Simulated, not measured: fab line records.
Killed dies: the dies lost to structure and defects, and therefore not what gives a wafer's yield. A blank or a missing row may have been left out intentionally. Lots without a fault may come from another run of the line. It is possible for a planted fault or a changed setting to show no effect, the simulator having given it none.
Matching of chambers ; flow gf180mcu ; GF_CONTACT_CMP_27 on cmp-02: 4 sister chambers
The step polishes, stops on SiO2, t overpolish 15 s, target thk 0 nm. 8 wafers are shown with their chamber, then 12 later ones without.

EACH WAFER AND ITS CHAMBER
wafer;chamber;motorCurrentA (A);headPressurePsi (psi)
L083.1;0;12.5;3.498
L088.5;1;11.6;3.502
L090.1;2;9.9;3.500
L090.2;1;11.4;3.505
L090.4;0;13.0;3.503
L090.3;3;10.9;3.500
L090.5;3;10.9;3.498
L090.6;2;10.3;3.492

WAFERS WITHOUT THEIR CHAMBER
wafer;motorCurrentA (A);headPressurePsi (psi)
L094.3;10.4;3.483
L094.4;11.4;3.499
L094.5;10.1;3.494
L096.1;10.0;3.475
L096.2;11.2;3.513
L096.3;12.2;3.509
L096.4;11.7;3.496
L096.5;11.5;3.491
L096.6;12.4;3.511
L097.2;10.0;3.506
L097.4;11.3;3.490
L097.5;10.9;3.497

CHAMBER TAKEN BY EACH
wafer;from the rows above;in truth
L094.3;can't be placed: 2 or 3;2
L094.4;can't be placed: 1 or 3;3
L094.5;2;2
L096.1;can't be placed: 2 or 3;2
L096.2;can't be placed: 1 or 3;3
L096.3;can't be placed: 0 or 1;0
L096.4;can't be placed: 1 or 3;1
L096.5;can't be placed: 3 or 1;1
L096.6;can't be placed: 0 or 1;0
L097.2;can't be placed: 2 or 3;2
L097.4;can't be placed: 3 or 1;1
L097.5;3;3
Correctly placed: 2 of 12. Can't be placed from these rows: 10 (the true chamber is among the candidates in 10). Wrongly placed: 0.
How it was worked out, from the rows above alone: a wafer's distance from a chamber is the root of the sum, over the readings, of the square of ((its reading less the chamber's mean) divided by the reading's scatter). If the next closest chamber is less than 2 further off than the closest, the wafer can't be placed; otherwise it belongs to the closest. Each chamber's mean is taken over the wafers shown for it. The scatter is the square root of a quotient: the sum, over the shown wafers, of each reading's squared deviation from its chamber's mean, divided by wafers minus chambers.
